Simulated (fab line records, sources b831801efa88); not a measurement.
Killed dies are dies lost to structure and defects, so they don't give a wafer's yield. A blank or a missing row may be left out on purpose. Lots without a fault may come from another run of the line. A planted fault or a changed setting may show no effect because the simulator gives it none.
Which tool did it? | flow sky130 | 24 lots, 72 wafers sampled, at 4 steps of a route of 708

WHAT THE GAUGES READ, wafer by wafer
SKY_LOCAL_INTERCONNECT_RS_MEAS_01: measures by four-point-probe. Usual: LOCAL_INTERCONNECT_TIN_RS 14.14 ohm/sq, standard deviation 0.15.
lot  | measured     | on            | LOCAL_INTERCONNECT_TIN_RS (ohm/sq) | flag
L074 | day 28 21:45 | film_metro-04 | 14.10 14.50 14.36                  |
L075 | day 29 14:23 | film_metro-04 | 14.06 14.13 14.21                  |
L076 | day 29 20:31 | film_metro-04 | 14.18 14.03 14.08                  |
L077 | day 30 01:56 | film_metro-02 | 14.03 14.25 14.16                  |
L078 | day 30 05:50 | film_metro-03 | 14.22 14.03 14.05                  |
L079 | day 30 14:39 | film_metro-02 | 13.93 13.93 13.99                  |
L080 | day 31 09:11 | film_metro-04 | 13.84 13.86 13.92                  |
L081 | day 32 00:06 | film_metro-04 | 14.26 14.27 14.43                  |
L082 | day 32 20:03 | film_metro-02 | 13.95 13.98 14.08                  |
L083 | day 33 01:18 | film_metro-04 | 14.19 14.21 14.11                  |
L085 | day 33 06:31 | film_metro-02 | 14.31 14.38 14.20                  |
L084 | day 33 07:36 | film_metro-02 | 14.20 14.25 14.10                  |
L086 | day 33 12:19 | film_metro-02 | 14.10 14.16 14.04                  |
L088 | day 34 01:31 | film_metro-03 | 14.30 14.25 14.13                  |
L087 | day 34 09:06 | film_metro-03 | 14.03 13.94 13.97                  |
L090 | day 34 22:17 | film_metro-02 | 13.95 13.95 14.10                  |
L089 | day 34 22:38 | film_metro-04 | 14.56 14.26 14.49                  |
L091 | day 35 09:55 | film_metro-02 | 14.28 14.09 14.24                  |
L092 | day 35 09:59 | film_metro-03 | 13.99 14.04 14.14                  |
L093 | day 35 10:50 | film_metro-03 | 14.11 14.16 14.17                  |
L095 | day 35 22:26 | film_metro-04 | 13.96 13.85 14.01                  |
L094 | day 35 22:49 | film_metro-03 | 14.49 14.40 14.16                  |
L096 | day 36 07:18 | film_metro-03 | 14.22 14.20 14.41                  |
L097 | day 36 12:02 | film_metro-03 | 14.03 14.01 14.19                  |

SKY_METAL2_THK_MEAS_06: measures by xrf. Usual: METAL2_ALCU_THK 248 nm, standard deviation 3.
lot  | measured     | on            | METAL2_ALCU_THK (nm) | flag
L074 | day 33 18:31 | film_metro-04 | 246 245 246          |
L075 | day 34 09:37 | film_metro-03 | 249 245 247          |
L076 | day 34 14:47 | film_metro-02 | 250 246 246          |
L077 | day 34 21:45 | film_metro-04 | 245 247 251          |
L078 | day 35 00:07 | film_metro-02 | 249 245 250          |
L079 | day 35 10:43 | film_metro-03 | 243 243 244          |
L080 | day 36 02:17 | film_metro-02 | 251 251 253          |
L081 | day 36 15:31 | film_metro-02 | 252 248 247          |
L082 | day 37 12:29 | film_metro-03 | 243 248 243          |
L083 | day 37 17:37 | film_metro-04 | 249 248 249          |
L085 | day 37 21:52 | film_metro-04 | 246 249 246          |
L084 | day 37 22:46 | film_metro-03 | 250 247 251          |
L086 | day 38 02:24 | film_metro-02 | 255 252 253          |
L088 | day 38 16:03 | film_metro-03 | 245 250 249          |
L087 | day 38 23:19 | film_metro-03 | 252 248 250          |
L090 | day 39 11:46 | film_metro-02 | 253 252 253          |
L089 | day 39 12:17 | film_metro-04 | 247 249 246          |
L091 | day 39 21:11 | film_metro-02 | 254 252 250          |
L092 | day 39 22:10 | film_metro-02 | 248 247 249          |
L093 | day 40 00:56 | film_metro-03 | 248 246 250          |
L095 | day 40 10:23 | film_metro-02 | 249 247 249          |
L094 | day 40 12:08 | film_metro-02 | 248 249 245          |
L096 | day 40 19:18 | film_metro-02 | 248 246 250          |
L097 | day 40 22:20 | film_metro-04 | 251 245 251          |

WHICH TOOL RAN EACH LOT (tool, then ch and the chambers of the sampled wafers, then the start)
lot  | SKY_CONTACT_STRIP_19                 | SKY_VIA1_STRIP_16
L074 | plasma_asher-02 ch 0,1, day 31 06:51 | plasma_asher-03 ch 0,1, day 33 17:00
L075 | plasma_asher-03 ch 0,1, day 31 23:53 | plasma_asher-04 ch 0,1, day 34 08:08
L076 | plasma_asher-02 ch 0,1, day 32 05:00 | plasma_asher-04 ch 0,1, day 34 13:15
L077 | plasma_asher-04 ch 0, day 32 11:06   | plasma_asher-01 ch 0,1, day 34 20:16
L078 | plasma_asher-02 ch 0,1, day 32 14:43 | plasma_asher-03 ch 0,1, day 34 22:37
L079 | plasma_asher-02 ch 0,1, day 32 23:45 | plasma_asher-01 ch 0,1, day 35 08:23
L080 | plasma_asher-04 ch 1, day 33 17:24   | plasma_asher-03 ch 1, day 36 00:48
L081 | plasma_asher-02 ch 0,1, day 34 07:41 | plasma_asher-03 ch 0,1, day 36 13:59
L082 | plasma_asher-03 ch 0,1, day 35 03:42 | plasma_asher-01 ch 0,1, day 37 10:56
L083 | plasma_asher-02 ch 0,1, day 35 07:31 | plasma_asher-01 ch 0,1, day 37 15:53
L085 | plasma_asher-02 ch 0,1, day 35 12:12 | plasma_asher-03 ch 0,1, day 37 20:21
L084 | plasma_asher-02 ch 0,1, day 35 14:13 | plasma_asher-03 ch 0,1, day 37 21:14
L086 | plasma_asher-03 ch 0,1, day 35 18:00 | plasma_asher-01 ch 0,1, day 38 00:55
L088 | plasma_asher-02 ch 0,1, day 36 07:19 | plasma_asher-03 ch 0,1, day 38 14:35
L087 | plasma_asher-02 ch 0,1, day 36 14:06 | plasma_asher-01 ch 0,1, day 38 21:46
L090 | plasma_asher-02 ch 0,1, day 37 04:16 | plasma_asher-04 ch 0,1, day 39 10:15
L089 | plasma_asher-04 ch 0,1, day 37 04:37 | plasma_asher-01 ch 0,1, day 39 10:46
L091 | plasma_asher-02 ch 0,1, day 37 14:31 | plasma_asher-03 ch 0,1, day 39 19:33
L092 | plasma_asher-03 ch 0,1, day 37 15:49 | plasma_asher-01 ch 0,1, day 39 20:38
L093 | plasma_asher-03 ch 0,1, day 37 17:18 | plasma_asher-04 ch 0,1, day 39 23:05
L095 | plasma_asher-03 ch 0,1, day 38 03:39 | plasma_asher-04 ch 0,1, day 40 08:50
L094 | plasma_asher-03 ch 0,1, day 38 04:40 | plasma_asher-04 ch 0,1, day 40 10:11
L096 | plasma_asher-03 ch 0,1, day 38 13:16 | plasma_asher-04 ch 0,1, day 40 17:49
L097 | plasma_asher-03 ch 0,1, day 38 17:37 | plasma_asher-04 ch 0,1, day 40 20:50
- SKY_CONTACT_STRIP_19: strips in O2/N2.
- SKY_VIA1_STRIP_16: strips in O2/N2.

WHAT THE TOOLS THEMSELVES READ (means of the sampled wafers that have a number; where no wafer has one, the mark that the record gives instead)
SKY_CONTACT_STRIP_19. Usual: chamber_pressure_mTorr 1500.1 mTorr, standard deviation 1.3; drypump_motor_current_A 5.4 A, standard deviation 0.32; oes_product_au 0.381 a.u., standard deviation 0.0049; strip_time_to_endpoint_s 3.62 s, standard deviation 0.034.
lot  | tool            | chamber_pressure_mTorr (mTorr) | drypump_motor_current_A (A) | oes_product_au (a.u.) | strip_time_to_endpoint_s (s) | flag
L074 | plasma_asher-02 | 1500.6                         | 5.5                         | 0.380                 | 3.57                         |
L075 | plasma_asher-03 | 1500.7                         | 5.1                         | 0.377                 | 3.60                         |
L076 | plasma_asher-02 | 1499.7                         | 5.5                         | 0.383                 | 3.65                         |
L077 | plasma_asher-04 | 1500.3                         | 6.2                         | 0.381                 | 3.66                         |
L078 | plasma_asher-02 | 1499.8                         | 5.6                         | 0.375                 | 3.57                         |
L079 | plasma_asher-02 | 1501.2                         | 5.5                         | 0.384                 | 3.62                         |
L080 | plasma_asher-04 | 1500.3                         | 5.0                         | 0.382                 | 3.61                         |
L081 | plasma_asher-02 | 1500.4                         | 5.5                         | 0.381                 | 3.59                         |
L082 | plasma_asher-03 | 1500.5                         | 5.3                         | 0.382                 | 3.63                         |
L083 | plasma_asher-02 | 1501.0                         | 5.5                         | 0.384                 | 3.67                         |
L085 | plasma_asher-02 | 1499.8                         | 5.6                         | 0.385                 | 3.67                         |
L084 | plasma_asher-02 | 1500.0                         | 5.6                         | 0.380                 | 3.59                         |
L086 | plasma_asher-03 | 1500.4                         | 5.3                         | 0.381                 | 3.59                         |
L088 | plasma_asher-02 | 1500.8                         | 5.5                         | 0.381                 | 3.60                         |
L087 | plasma_asher-02 | 1498.4                         | 5.6                         | 0.377                 | 3.62                         |
L090 | plasma_asher-02 | 1500.1                         | 5.5                         | 0.379                 | 3.60                         |
L089 | plasma_asher-04 | 1499.5                         | 5.8                         | 0.377                 | 3.57                         |
L091 | plasma_asher-02 | 1500.5                         | 5.6                         | 0.377                 | 3.60                         |
L092 | plasma_asher-03 | 1500.3                         | 5.1                         | 0.380                 | 3.61                         |
L093 | plasma_asher-03 | 1499.9                         | 5.3                         | 0.381                 | 3.61                         |
L095 | plasma_asher-03 | 1500.6                         | 5.1                         | 0.379                 | 3.63                         |
L094 | plasma_asher-03 | 1500.4                         | 5.2                         | 0.376                 | 3.62                         |
L096 | plasma_asher-03 | 1497.9                         | 5.1                         | 0.378                 | 3.61                         |
L097 | plasma_asher-03 | 1500.6                         | 5.3                         | 0.382                 | 3.65                         |

SKY_VIA1_STRIP_16. Usual: chamber_pressure_mTorr 1500.0 mTorr, standard deviation 1.3; drypump_motor_current_A 5.4 A, standard deviation 0.43; oes_product_au 0.416 a.u., standard deviation 0.0039; strip_time_to_endpoint_s 4.466 s, standard deviation 0.022.
lot  | tool            | chamber_pressure_mTorr (mTorr) | drypump_motor_current_A (A) | oes_product_au (a.u.) | strip_time_to_endpoint_s (s) | flag
L074 | plasma_asher-03 | 1497.9                         | 5.3                         | 0.418                 | 4.481                        |
L075 | plasma_asher-04 | 1501.0                         | 5.9                         | 0.414                 | 4.461                        |
L076 | plasma_asher-04 | 1499.5                         | 5.8                         | 0.417                 | 4.456                        |
L077 | plasma_asher-01 | 1499.1                         | 5.5                         | 0.413                 | 4.471                        |
L078 | plasma_asher-03 | 1499.6                         | 5.1                         | 0.418                 | 4.468                        |
L079 | plasma_asher-01 | 1499.1                         | 5.5                         | 0.418                 | 4.475                        |
L080 | plasma_asher-03 | 1500.0                         | 5.4                         | 0.417                 | 4.482                        |
L081 | plasma_asher-03 | 1499.3                         | 5.1                         | 0.418                 | 4.463                        |
L082 | plasma_asher-01 | 1500.6                         | 5.6                         | 0.410                 | 4.463                        |
L083 | plasma_asher-01 | 1500.1                         | 5.5                         | 0.415                 | 4.464                        |
L085 | plasma_asher-03 | 1499.8                         | 5.1                         | 0.416                 | 4.477                        |
L084 | plasma_asher-03 | 1500.2                         | 5.2                         | 0.417                 | 4.464                        |
L086 | plasma_asher-01 | 1499.0                         | 5.6                         | 0.419                 | 4.446                        |
L088 | plasma_asher-03 | 1500.6                         | 5.3                         | 0.412                 | 4.429                        |
L087 | plasma_asher-01 | 1500.0                         | 5.5                         | 0.420                 | 4.489                        |
L090 | plasma_asher-04 | 1500.4                         | 5.4                         | 0.412                 | 4.503                        |
L089 | plasma_asher-01 | 1500.5                         | 5.6                         | 0.419                 | 4.449                        |
L091 | plasma_asher-03 | 1499.4                         | 5.3                         | 0.414                 | 4.455                        |
L092 | plasma_asher-01 | 1499.7                         | 5.6                         | 0.416                 | 4.461                        |
L093 | plasma_asher-04 | 1500.2                         | 5.8                         | 0.420                 | 4.464                        |
L095 | plasma_asher-04 | 1500.1                         | 5.4                         | 0.415                 | 4.459                        |
L094 | plasma_asher-04 | 1500.2                         | 5.9                         | 0.415                 | 4.467                        |
L096 | plasma_asher-04 | 1499.7                         | 5.8                         | 0.416                 | 4.440                        |
L097 | plasma_asher-04 | 1499.8                         | 5.8                         | 0.414                 | 4.455                        |

THE ANSWER, worked out from the rows above alone
Rule: a lot is off if the mean of its wafers that have a number lies more than 3 standard deviations from the usual mean. A lot without any number at a reading at which 4 lots or more have one is off too. The other lots that the step has rows for count as sound. The gauges are gone through in route order, then the tools' own readings, and for those a lot's mean is taken as printed above. The first step at which some lot is off is used, and at that step the reading that is off furthest; a lot without a number counts as furthest.
No lot is off at any reading shown: from this, nothing can be told.

WHAT THE SIMULATOR HAD PUT IN
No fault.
